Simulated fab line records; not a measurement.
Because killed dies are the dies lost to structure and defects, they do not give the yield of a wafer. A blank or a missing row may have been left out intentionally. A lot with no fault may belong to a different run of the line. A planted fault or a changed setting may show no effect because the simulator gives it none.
Code-filled problem report in 8D (eight disciplines) form -- flow sky130 -- the parts of the form that need people (team, actions taken, sign-off) are left out

== 1. PROBLEM STATEMENT ==
Wafers without a fault read 15.001 s, standard deviation 0.01; overpolishRunS at SKY_CONTACT_CMP_27 reads a mean of 8.472 s on 2 wafers belonging to 2 lots. So: -99 or more standard deviations from the usual mean.
The step: polishes, stops on SiO2, t overpolish 15 s, target thk 0 nm.
Seen first at day 34 09:46 on cmp-01, wafer L491.1. The record has a number at this step for 39 wafers belonging to 13 lots. Rule for "out", or "out of limits": more than 4 standard deviations from the usual mean. The other wafers with a number count as sound.

== 2. WHAT IT IS AND WHAT IT IS NOT ==
question,is,is not
which readings at this step,overpolishRunS,"motorCurrentA, timeToEndpointS"
which lots,"L491, L492","L482, L484, L485, L486, L487, L493, L500, L501, L502, L503, L505"
which wafers of those lots,"L491.1, L492.2","L491.3, L491.5, L492.4, L492.6"
read on which tools,cmp-01,cmp-02
when,from day 34 09:46,"up to then (17 sound wafers); but 20 sound wafers of L492, L493, L500, L501, L502, L503, L505 came after"

== 3. WHAT RULES OUT EACH SUSPECT ==
Counting: a tool at a process step up to the reading stays a suspect if it ran every lot that is out. Sound lots after the first of them don't rule it out here, since some wafers of a struck lot are sound.
- rieDiel-01 at SKY_CONTACT_ETCH_16 (etches BARC in N2/H2, stops on SiO2, time 45.9 s, target depth 60 nm): kept. It processed each lot that is out (first: L491, day 34 08:37); up to then, its last sound lot is L486 (day 32 23:49).
- cmp-01 at SKY_CONTACT_CMP_27 (polishes, stops on SiO2, t overpolish 15 s, target thk 0 nm): kept. It processed each lot that is out (first: L491, day 34 09:46); up to then, its last sound lot is L486 (day 33 00:56). Its own overpolishRunS readings are out on those wafers.
- Within cmp-01 at SKY_CONTACT_CMP_27: the wafers that are out ran in chamber 2; their sound lot-mates ran in chambers 0, 1, 3.
Left after counting: rieDiel-01 at SKY_CONTACT_ETCH_16, cmp-01 at SKY_CONTACT_CMP_27.

== 4. THE CAUSE (what the simulator had put in) ==
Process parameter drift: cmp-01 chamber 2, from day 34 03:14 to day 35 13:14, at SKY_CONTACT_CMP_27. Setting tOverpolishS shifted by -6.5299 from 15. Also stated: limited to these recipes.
Counting left 2 suspects, and this tool is among them.

== 5. THE CHAIN OF EFFECTS, in route order ==
Rows list readings where the struck wafers' mean (over those with a number) sits beyond 3 standard deviations from the usual. Only readings for which the record gives a usual standard deviation are gone through. hours: the time from each lot's start at the first step in this table that gives one to its start at this step, as a median over the lots. sigmas: the change in usual standard deviations.
hours,step,reading,usual,on struck wafers,change,sigmas
0,SKY_CONTACT_CMP_27,overpolishRunS,15.001 s,8.472,-6.529,-99 or more
Its process steps:
- SKY_CONTACT_CMP_27: polishes, stops on SiO2, t overpolish 15 s, target thk 0 nm.
Later measuring or inspecting steps at which every struck wafer that the step has a row for has a number for every such reading, and none has moved that far: SKY_METAL1_RS_MEAS_05.

== 6. HOW IT WOULD HAVE BEEN CAUGHT EARLIER ==
First out-of-limits reading in this record: day 34 09:46, which is 7 hours after fault onset at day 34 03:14.
